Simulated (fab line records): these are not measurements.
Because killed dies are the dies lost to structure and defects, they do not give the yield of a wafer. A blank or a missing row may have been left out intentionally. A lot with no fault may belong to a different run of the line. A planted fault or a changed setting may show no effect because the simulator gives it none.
Matching of chambers    flow sky130    SKY_LI_CONTACT_ETCH_15 on rie_diel-02 has 4 sister chambers
The step etches PSG in C4F8/O2/Ar, stops on Si, target depth 600 nm. 4 wafers are shown with their chamber, then 8 later ones without.

== WAFERS WITH THEIR CHAMBER ==
wafer   chamber  oes_product_au (a.u.)
L850.4  2        0.833
L861.5  0        0.823
L861.6  3        0.832
L863.3  1        0.835

== WAFERS WITH NO CHAMBER GIVEN ==
wafer   oes_product_au (a.u.)
L863.4  0.835
L863.5  0.842
L864.1  0.838
L864.5  0.835
L864.6  0.842
L868.1  0.831
L868.5  0.838
L868.6  0.838

== WHICH CHAMBER EACH ONE RAN IN ==
wafer   from the rows above                in truth
L863.4  can't be placed: 1 or 2 or 3       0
L863.5  can't be placed: 1 or 2 or 3       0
L864.1  can't be placed: 1 or 2 or 3       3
L864.5  can't be placed: 1 or 2 or 3       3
L864.6  can't be placed: 1 or 2 or 3       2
L868.1  can't be placed: 3 or 2 or 1 or 0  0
L868.5  can't be placed: 1 or 2 or 3       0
L868.6  can't be placed: 1 or 2 or 3       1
0 of 8 placed correctly. Unplaceable from these rows: 8, with the true chamber sitting among the candidates in 5. Number placed wrongly: 0.
How it was worked out, from the rows above alone: a wafer's distance from a chamber is the root of the sum, over the readings, of the square of ((its reading less the chamber's mean) divided by the reading's scatter). The wafer belongs to the nearest chamber; if the next one is less than 2 further off, it can't be placed. For every chamber, the mean is computed from those of its wafers that are shown. The scatter: with one shown wafer a chamber, the root of the mean of the squares of how far each hidden wafer lies from its nearest shown one.
